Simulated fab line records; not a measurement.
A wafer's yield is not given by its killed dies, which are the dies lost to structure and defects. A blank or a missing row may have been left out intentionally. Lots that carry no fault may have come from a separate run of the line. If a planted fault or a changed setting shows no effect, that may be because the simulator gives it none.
Matching of chambers || flow gf180mcu || GF_MIM_CVD_05 on pecvd-02 has 3 sister chambers
The step deposits Si3N4, target thk 42 nm, time 29.086 s. 22 wafers are shown with their chamber, then 11 later ones without.

WAFERS PAIRED WITH THEIR CHAMBERS
{"wafer": "L074.2", "chamber": 2, "heater power outer w (W)": 349, "heater power w (W)": 678}
{"wafer": "L074.3", "chamber": 1, "heater power outer w (W)": 324, "heater power w (W)": 591}
{"wafer": "L074.5", "chamber": 2, "heater power outer w (W)": 371, "heater power w (W)": 674}
{"wafer": "L078.3", "chamber": 1, "heater power outer w (W)": 300, "heater power w (W)": 564}
{"wafer": "L078.4", "chamber": 0, "heater power outer w (W)": 449, "heater power w (W)": 618}
{"wafer": "L078.5", "chamber": 1, "heater power outer w (W)": 308, "heater power w (W)": 573}
{"wafer": "L079.1", "chamber": 0, "heater power outer w (W)": 452, "heater power w (W)": 646}
{"wafer": "L079.3", "chamber": 1, "heater power outer w (W)": 374, "heater power w (W)": 669}
{"wafer": "L079.5", "chamber": 1, "heater power outer w (W)": 375, "heater power w (W)": 664}
{"wafer": "L084.2", "chamber": 2, "heater power outer w (W)": 351, "heater power w (W)": 661}
{"wafer": "L084.5", "chamber": 1, "heater power outer w (W)": 365, "heater power w (W)": 638}
{"wafer": "L084.6", "chamber": 0, "heater power outer w (W)": 481, "heater power w (W)": 699}
{"wafer": "L085.1", "chamber": 2, "heater power outer w (W)": 327, "heater power w (W)": 636}
{"wafer": "L085.3", "chamber": 0, "heater power outer w (W)": 497, "heater power w (W)": 695}
{"wafer": "L085.6", "chamber": 0, "heater power outer w (W)": 501, "heater power w (W)": 702}
{"wafer": "L086.1", "chamber": 2, "heater power outer w (W)": 375, "heater power w (W)": 687}
{"wafer": "L086.2", "chamber": 0, "heater power outer w (W)": 546, "heater power w (W)": 763}
{"wafer": "L086.3", "chamber": 1, "heater power outer w (W)": 386, "heater power w (W)": 680}
{"wafer": "L088.1", "chamber": 1, "heater power outer w (W)": 350, "heater power w (W)": 635}
{"wafer": "L088.4", "chamber": 2, "heater power outer w (W)": 283, "heater power w (W)": 574}
{"wafer": "L088.5", "chamber": 1, "heater power outer w (W)": 347, "heater power w (W)": 640}
{"wafer": "L089.1", "chamber": 2, "heater power outer w (W)": 333, "heater power w (W)": 634}

SIGNATURES, as means of the wafers listed above
{"reading": "heater power outer w", "chamber 0": 487.67, "chamber 1": 347.67, "chamber 2": 341.29, "scatter within a chamber": 32.4}
{"reading": "heater power w", "chamber 0": 687.17, "chamber 1": 628.22, "chamber 2": 649.14, "scatter within a chamber": 43.6}
Rule: distance of a wafer from a chamber = root of the sum over the readings of ((wafer's reading minus chamber's mean) / reading's scatter) squared. If the next closest chamber is less than 2 further off than the closest, the wafer can't be placed; otherwise it belongs to the closest. The scatter: the root of (the sum of the squares of (reading less its chamber's mean) over the shown wafers, divided by (wafers less chambers)).

WAFERS WHOSE CHAMBER IS MISSING
{"wafer": "L089.5", "heater power outer w (W)": 305, "heater power w (W)": 566}
{"wafer": "L089.6", "heater power outer w (W)": 513, "heater power w (W)": 705}
{"wafer": "L092.1", "heater power outer w (W)": 374, "heater power w (W)": 644}
{"wafer": "L092.3", "heater power outer w (W)": 354, "heater power w (W)": 660}
{"wafer": "L092.6", "heater power outer w (W)": 531, "heater power w (W)": 724}
{"wafer": "L093.1", "heater power outer w (W)": 468, "heater power w (W)": 649}
{"wafer": "L093.2", "heater power outer w (W)": 305, "heater power w (W)": 569}
{"wafer": "L093.4", "heater power outer w (W)": 459, "heater power w (W)": 653}
{"wafer": "L094.1", "heater power outer w (W)": 562, "heater power w (W)": 728}
{"wafer": "L094.2", "heater power outer w (W)": 308, "heater power w (W)": 611}
{"wafer": "L094.4", "heater power outer w (W)": 333, "heater power w (W)": 601}

WHICH CHAMBER EACH ONE RAN IN
{"wafer": "L089.5", "from the rows above": "can't be placed: 1 or 2", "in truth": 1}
{"wafer": "L089.6", "from the rows above": 0, "in truth": 0}
{"wafer": "L092.1", "from the rows above": "can't be placed: 1 or 2", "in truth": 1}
{"wafer": "L092.3", "from the rows above": "can't be placed: 2 or 1", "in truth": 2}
{"wafer": "L092.6", "from the rows above": 0, "in truth": 0}
{"wafer": "L093.1", "from the rows above": 0, "in truth": 0}
{"wafer": "L093.2", "from the rows above": "can't be placed: 1 or 2", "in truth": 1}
{"wafer": "L093.4", "from the rows above": 0, "in truth": 0}
{"wafer": "L094.1", "from the rows above": 0, "in truth": 0}
{"wafer": "L094.2", "from the rows above": "can't be placed: 1 or 2", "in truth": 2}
{"wafer": "L094.4", "from the rows above": "can't be placed: 1 or 2", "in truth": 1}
Correctly placed: 5 of 11. Not placeable from these rows: 6 (in 6, the candidates include the true chamber). Number placed wrongly: 0.
